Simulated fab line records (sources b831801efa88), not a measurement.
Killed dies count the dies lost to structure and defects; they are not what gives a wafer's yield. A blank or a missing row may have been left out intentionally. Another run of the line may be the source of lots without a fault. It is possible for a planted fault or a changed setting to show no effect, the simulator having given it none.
fab line records	flow sky130
record: lots: 11	wafers: 33	lastDay: 50
route steps=708 shown LDD_HVN@277 SPACER@306 SD_N@351 LI_CONTACT@381
lots untouched by any fault: they come from a run of this same line in which no faults occurred
startH: hours from the record's opening day to when the first of the lot's shown wafers began	waitH: how many hours have passed since the lot's step before this one	" identical to the entry in the row above	L1.1+2: several wafers, shown together as one row	- either no value or no given start	* or withheld: withheld	< > ~ a bound
route shown NAME@n: names a module that has steps shown in the file, with the first one's number in the route	usual: average and standard deviation across the fault-free wafers	same: alike in all rows	chamber/n: place in a boat	sites: per-site readings	_std_site: the standard deviation of these	_edge_site: inner sites' mean taken away from outer sites' mean	radiusMm: for every site, how far away it sits from the centre of the wafer	mask NAME#n: copy n	behind: the last tool/chamber to shape the wafer	hold: what put the lot on hold/how long, in hours/how the hold closed	device: the n, p or np transistor that did not switch	end of line: the same wafers' tests at the end of the route	for a step that has no rows: nothing shown but its recipe	killed: count of dies lost to structure and defects at first sort (not the wafer's yield)	map: the dies of a wafer, with x for killed, . for not killed, _ for no die there
set.NAME: the setting as run; set.NAME@STEP: as run at that earlier step	model.NAME: the simulator's own value behind a step, which no gauge read
steps of the route over a sample of lots; a table a step, a row a wafer
services: from which hour (startH, from the record's first day; less than 0 if before it) a tool's chamber was out of use, for how many hours, and why
== steps ==
step: SKY_LDD_HVN_TW_MEAS_10
usual: LDD_HVN_TW: 1430/22
lot.wafer	tool	chamber	startH	waitH	LDD_HVN_TW
L446.1	filmMetro-04	-	448.80	0.1	1445
L446.4	"	-	"	"	1442
L446.5	"	-	"	"	1446
L447.4	filmMetro-04	-	453.20	0.1	1446
L447.5	"	-	"	"	1439
L447.6	"	-	"	"	1448
L449.2	filmMetro-04	-	475.68	0.1	1446
L449.3	"	-	"	"	1448
L449.4	"	-	"	"	1446
L450.1	filmMetro-01	-	483.67	0.1	1423
L450.2	"	-	"	"	1410
L450.6	"	-	"	"	1415
L452.1	filmMetro-02	-	514.85	0.1	1435
L452.3	"	-	"	"	1443
L452.4	"	-	"	"	1437
L455.1	filmMetro-04	-	533.95	0.1	1450
L455.3	"	-	"	"	1451
L455.6	"	-	"	"	1446
L462.1	filmMetro-01	-	596.50	0.1	1403
L462.2	"	-	"	"	1407
L462.5	"	-	"	"	1407
L463.1	filmMetro-04	-	605.50	0.1	1445
L463.3	"	-	"	"	1440
L463.6	"	-	"	"	1446
L464.2	filmMetro-04	-	613.86	0.1	1449
L464.4	"	-	"	"	1453
L464.6	"	-	"	"	1450
L469.1	filmMetro-04	-	668.60	0.1	1448
L469.5	"	-	"	"	1447
L469.6	"	-	"	"	1450
L468.1	filmMetro-01	-	671.92	0.1	1391
L468.2	"	-	"	"	1392
L468.5	"	-	"	"	1378
step: SKY_SPACER_ETCHBACK_02
recipe: chemistry: CH3F/O2	target: Si3N4	stopOn: SiO2	sourceW: 400	biasW: 80	pressureMtorr: 25	ch3fFlowSccm: 40	O2_flow_sccm: 30	timeS: 46.7	targetDepthA: 450
usual: biasW: 79.97/0.26	drypumpMotorCurrentA: 5.5/0.41	oesProductAu: 0.853/0.006	throttleValvePct: 10.561/0.0094
lot.wafer	tool	chamber	startH	waitH	biasW	drypumpMotorCurrentA	oesProductAu	rfHoursCounterH	throttleValvePct
L446.1	rieDiel-01	1	514.21	0.1	79.47	6.0	0.858	41	10.546
L446.4	"	2	"	"	79.76	6.2	0.854	-	10.558
L446.5	"	1	"	"	79.72	6.0	0.855	-	10.564
L447.4	rieDiel-04	0	516.99	0.0	80.05	5.6	0.863	53	10.549
L447.5	"	2	"	"	79.75	5.7	0.860	-	10.576
L447.6	"	3	"	"	79.97	5.2	0.863	-	10.547
L449.2	rieDiel-02	2	539.93	0.0	79.74	5.3	0.854	7	10.569
L449.3	"	3	"	"	79.75	5.9	0.852	37	10.566
L449.4	"	0	"	"	79.84	5.4	0.853	14	10.567
L450.1	rieDiel-04	2	546.74	0.1	79.75	5.8	0.839	71	10.556
L450.2	"	0	"	"	80.16	5.6	0.851	53	10.566
L450.6	"	2	"	"	79.88	5.7	0.847	-	10.548
L452.1	rieDiel-04	2	576.12	0.1	79.91	5.7	0.854	72	10.575
L452.3	"	0	"	"	79.86	5.6	0.854	53	10.549
L452.4	"	1	"	"	79.29	4.9	0.846	5	10.558
L455.1	rieDiel-04	0	595.59	0.1	79.90	5.6	0.852	54	10.567
L455.3	"	3	"	"	79.82	5.2	0.865	4	10.566
L455.6	"	1	"	"	79.97	4.9	0.854	-	10.562
L462.1	rieDiel-01	3	656.38	0.1	80.19	5.7	0.854	1	10.562
L462.2	"	1	"	"	80.85	6.0	0.854	45	10.565
L462.5	"	0	"	"	80.12	4.9	0.855	-	10.560
L463.1	rieDiel-01	0	664.00	0.1	80.33	4.9	0.855	46	10.546
L463.3	"	2	"	"	79.86	6.2	0.866	38	10.564
L463.6	"	2	"	"	80.02	6.2	0.859	-	10.569
L464.2	rieDiel-04	3	672.80	0.0	79.93	5.2	0.853	6	10.563
L464.4	"	0	"	"	80.03	5.6	0.853	55	10.552
L464.6	"	0	"	"	79.87	5.6	0.850	-	10.568
L469.1	rieDiel-01	1	726.50	0.1	80.07	6.0	0.848	47	10.567
L469.5	"	0	"	"	79.59	4.9	0.847	-	10.561
L469.6	"	1	"	"	79.89	6.0	0.853	-	10.568
L468.1	rieDiel-04	2	730.15	0.1	79.81	5.7	0.852	2	10.567
L468.2	"	0	"	"	80.31	5.6	0.862	1	10.552
L468.5	"	2	"	"	80.15	5.7	0.845	-	10.567
step: SKY_SD_N_IMPLANT_09
recipe: species: As	energyKev: 50	doseCm2: 4e+15	tiltDeg: 0
usual: doseIonsCm2: 4.001e+15/4.3e+12	tiltDeg: 0.001/0.019
lot.wafer	tool	chamber	startH	waitH	doseIonsCm2	tiltDeg
L446.1	implanter-04	0	632.83	0.0	4.009e+15	0.026
L446.4	"	0	"	"	4.004e+15	0.011
L446.5	"	0	"	"	3.998e+15	0.019
L447.4	implanter-03	0	634.91	0.1	3.997e+15	0.024
L447.5	"	0	"	"	3.996e+15	0.000
L447.6	"	0	"	"	4.002e+15	-0.015
L449.2	implanter-04	0	657.22	0.0	3.999e+15	-0.007
L449.3	"	0	"	"	4.001e+15	-0.001
L449.4	"	0	"	"	3.998e+15	0.004
L450.1	implanter-04	0	663.17	0.0	4.008e+15	-0.009
L450.2	"	0	"	"	4.004e+15	-0.016
L450.6	"	0	"	"	4.006e+15	0.046
L452.1	implanter-04	0	692.84	0.0	4e+15	0.013
L452.3	"	0	"	"	4.004e+15	0.002
L452.4	"	0	"	"	4e+15	-0.027
L455.1	implanter-03	0	710.48	0.0	3.996e+15	-0.004
L455.3	"	0	"	"	3.991e+15	-0.007
L455.6	"	0	"	"	4.003e+15	-0.009
L462.1	implanter-04	0	767.92	0.0	3.737e+15	-0.010
L462.2	"	0	"	"	3.733e+15	-0.002
L462.5	"	0	"	"	3.731e+15	-0.032
L463.1	implanter-02	0	775.29	0.0	4.004e+15	0.037
L463.3	"	0	"	"	4e+15	0.039
L463.6	"	0	"	"	4.004e+15	-0.005
L464.2	implanter-04	0	783.37	0.0	3.734e+15	-0.011
L464.4	"	0	"	"	3.738e+15	-0.001
L464.6	"	0	"	"	3.739e+15	0.018
L469.1	implanter-02	0	833.38	0.0	3.998e+15	0.007
L469.5	"	0	"	"	4.003e+15	0.030
L469.6	"	0	"	"	4e+15	0.021
L468.1	implanter-02	0	837.58	0.0	4.008e+15	0.011
L468.2	"	0	"	"	4.001e+15	0.034
L468.5	"	0	"	"	4.004e+15	0.046
step: SKY_SD_N_STRIP_11
recipe: chemistry: O2/N2	powerW: 1400	pressureMtorr: 1500	platenTempC: withheld	o2FlowSccm: 3000	n2FlowSccm: 300	overashFraction: 0.5
usual: drypumpMotorCurrentA: 5.7/0.44	oesProductAu: 0.527/0.0051	stripTimeToEndpointS: 22.55/0.045
lot.wafer	tool	chamber	startH	waitH	drypumpMotorCurrentA	oesProductAu	rfHoursCounterH	stripTimeToEndpointS
L446.1	plasmaAsher-02	0	633.13	0.1	6.3	0.530	83	22.67
L446.4	"	1	"	"	5.7	0.532	-	22.67
L446.5	"	1	"	"	5.7	0.523	-	22.62
L447.4	plasmaAsher-01	1	635.17	0.1	5.8	0.522	-	22.53
L447.5	"	1	"	"	5.8	0.521	-	22.57
L447.6	"	0	"	"	5.0	0.526	-	22.56
L449.2	plasmaAsher-04	0	657.49	0.1	6.0	0.525	94	22.52
L449.3	"	0	"	"	6.0	0.527	-	22.53
L449.4	"	1	"	"	5.8	0.526	-	22.48
L450.1	plasmaAsher-01	0	663.47	0.1	5.0	0.531	55	22.65
L450.2	"	1	"	"	5.7	0.523	55	22.62
L450.6	"	1	"	"	5.8	0.524	-	22.59
L452.1	plasmaAsher-02	1	693.14	0.1	5.7	0.528	88	22.55
L452.3	"	1	"	"	5.7	0.536	-	22.53
L452.4	"	0	"	"	6.3	0.525	-	22.55
L455.1	plasmaAsher-02	0	710.78	0.1	6.3	0.530	90	22.51
L455.3	"	0	"	"	6.4	0.517	-	22.57
L455.6	"	1	"	"	5.7	0.525	-	22.63
L462.1	plasmaAsher-01	0	768.22	0.1	5.0	0.530	65	22.34
L462.2	"	1	"	"	5.7	0.540	65	22.30
L462.5	"	0	"	"	5.0	0.534	-	22.31
L463.1	plasmaAsher-02	0	775.59	0.1	6.4	0.528	98	22.56
L463.3	"	0	"	"	6.4	0.529	-	22.55
L463.6	"	0	"	"	6.3	0.524	-	22.54
L464.2	plasmaAsher-01	1	783.64	0.1	5.8	0.529	67	22.32
L464.4	"	1	"	"	5.7	0.532	-	22.29
L464.6	"	1	"	"	5.7	0.518	-	22.32
L469.1	plasmaAsher-01	0	833.68	0.1	5.0	0.529	72	22.45
L469.5	"	1	"	"	5.7	0.517	-	22.48
L469.6	"	0	"	"	5.0	0.523	-	22.44
L468.1	plasmaAsher-04	1	837.88	0.1	5.8	0.528	5	22.52
L468.2	"	0	"	"	6.0	0.522	5	22.55
L468.5	"	0	"	"	6.0	0.528	-	22.55
step: SKY_SD_N_RS_MEAS_16
recipe: thkMeasGauge: four-point-probe
usual: SD_N_RS: 68.56/0.11
lot.wafer	tool	chamber	startH	waitH	SD_N_RS[ohm/sq]
L446.1	filmMetro-04	-	633.52	0.1	68.53
L446.4	"	-	"	"	68.50
L446.5	"	-	"	"	68.36
L447.4	filmMetro-04	-	635.58	0.1	68.44
L447.5	"	-	"	"	68.55
L447.6	"	-	"	"	68.50
L449.2	filmMetro-01	-	657.90	0.1	68.73
L449.3	"	-	"	"	68.71
L449.4	"	-	"	"	68.61
L450.1	filmMetro-04	-	663.85	0.1	68.67
L450.2	"	-	"	"	68.69
L450.6	"	-	"	"	68.66
L452.1	filmMetro-04	-	693.53	0.1	68.71
L452.3	"	-	"	"	68.56
L452.4	"	-	"	"	68.50
L455.1	filmMetro-04	-	711.17	0.1	68.70
L455.3	"	-	"	"	68.69
L455.6	"	-	"	"	68.45
L462.1	filmMetro-04	-	768.60	0.1	68.90
L462.2	"	-	"	"	68.93
L462.5	"	-	"	"	69.03
L463.1	filmMetro-04	-	775.97	0.1	68.47
L463.3	"	-	"	"	68.49
L463.6	"	-	"	"	68.41
L464.2	filmMetro-04	-	784.05	0.1	69.13
L464.4	"	-	"	"	69.12
L464.6	"	-	"	"	69.16
L469.1	filmMetro-02	-	834.08	0.1	68.73
L469.5	"	-	"	"	68.70
L469.6	"	-	"	"	68.60
L468.1	filmMetro-02	-	838.27	0.1	68.49
L468.2	"	-	"	"	68.50
L468.5	"	-	"	"	68.53
step: SKY_LI_CONTACT_SPUTTER_19
recipe: material: Ti	targetThkNm: 20	chamberPressurePa: 5	powerW: 2500	substrateTempC: 200	timeS: 106.37
usual: cathodeDcPowerW: 2500.0/0.48	throttleValvePct: 30.3/1.2
lot.wafer	tool	chamber	startH	waitH	cathodeDcPowerW	throttleValvePct
L446.1	pvdSputter-04	-	663.52	0.0	2500.9	29.2
L446.4	"	-	"	"	2499.7	29.7
L446.5	"	-	"	"	2499.6	32.5
L447.4	pvdSputter-03	-	665.57	0.0	2500.2	29.9
L447.5	"	-	"	"	2500.1	28.9
L447.6	"	-	"	"	2500.0	31.2
L449.2	pvdSputter-03	-	688.27	0.0	2499.9	28.9
L449.3	"	-	"	"	2499.3	29.8
L449.4	"	-	"	"	2499.9	31.3
L450.1	pvdSputter-04	-	695.22	0.0	2499.9	29.4
L450.2	"	-	"	"	2499.6	30.6
L450.6	"	-	"	"	2500.6	29.5
L452.1	pvdSputter-02	-	722.10	0.0	2498.5	30.2
L452.3	"	-	"	"	2500.2	27.9
L452.4	"	-	"	"	2500.0	31.0
L455.1	pvdSputter-02	-	740.69	0.0	2499.6	31.2
L455.3	"	-	"	"	2500.0	30.0
L455.6	"	-	"	"	2500.3	29.5
L462.1	pvdSputter-04	-	797.01	0.0	2500.0	30.7
L462.2	"	-	"	"	2499.7	29.3
L462.5	"	-	"	"	2500.1	29.4
L463.1	pvdSputter-04	-	802.71	0.0	2499.8	29.3
L463.3	"	-	"	"	2499.1	29.4
L463.6	"	-	"	"	2499.4	32.5
L464.2	pvdSputter-04	-	811.87	0.0	2499.8	29.3
L464.4	"	-	"	"	2500.8	30.4
L464.6	"	-	"	"	2499.2	32.4
L469.1	pvdSputter-02	-	861.78	0.0	2500.9	29.7
L469.5	"	-	"	"	2499.9	31.2
L469.6	"	-	"	"	2499.7	29.6
L468.1	pvdSputter-03	-	866.43	0.0	2500.1	29.7
L468.2	"	-	"	"	2499.8	28.8
L468.5	"	-	"	"	2500.2	28.9
== services ==
tool	chamber	startH	hours	kind
rieDiel-01	3	508.82	3.4	repair
implanter-04	-	512.64	12.1	repair
rieDiel-01	0	513.85	5.6	repair
plasmaAsher-02	-	524.82	5.3	repair
pvdSputter-02	-	562.85	8.3	repair
plasmaAsher-01	-	625.81	5.2	repair
rieDiel-04	-	631.61	10.0	pm
rieDiel-04	-	669.67	2.8	pm
plasmaAsher-02	-	671.01	5.6	repair
pvdSputter-04	-	689.11	0.8	repair
implanter-04	-	703.77	1.0	repair
pvdSputter-04	-	715.19	2.5	repair
implanter-04	-	730.72	4.2	pm
plasmaAsher-01	-	735.04	12.5	repair
implanter-04	-	738.61	1.4	repair
implanter-04	-	759.70	8.1	pm
rieDiel-01	-	763.25	1.8	repair
rieDiel-01	-	765.90	0.9	repair
implanter-04	-	792.91	4.2	pm
implanter-04	-	819.92	5.0	repair
rieDiel-01	0	831.11	1.8	repair
pvdSputter-04	-	847.50	3.9	repair
pvdSputter-04	-	849.71	3.3	repair
rieDiel-04	3	857.93	5.8	repair
== key ==
firstSign: step: SKY_SD_N_IMPLANT_09	reading: doseIonsCm2	direction: down	sigmas: 62	usual: *	struck: *
effect: step: SKY_SD_N_STRIP_11	reading: stripTimeToEndpointS	direction: down	sigmas: 5.2	usual: *	struck: *
effect: step: SKY_SD_N_RS_MEAS_16	reading: SD_N_RS	direction: up	sigmas: 4.6	usual: 68.56	struck: 69.05
metAt SKY_SD_N_IMPLANT_09
struckLots L462,L464
testerLeftOut L462,L464
notActingAt SKY_LDD_HVN_TW_MEAS_10,SKY_SPACER_ETCHBACK_02,SKY_LI_CONTACT_SPUTTER_19
onsetBetween 692.84 767.92
fault: kind: processParameterDrift	tool: implanter-04	chamber: -	onsetH: 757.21	steps: SKY_SD_N_IMPLANT_09	channel: doseCm2	offset: *	shape: step	endH: 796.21	actsIn: *	stated: *
testerLeftOut: of these lots the tester's yield and bins aren't shown, on N5 and GAA mostly nor the transistor test; their killed dies are dies lost to structure and defects alone, not to doping, threshold or leakage, so they don't give the yield
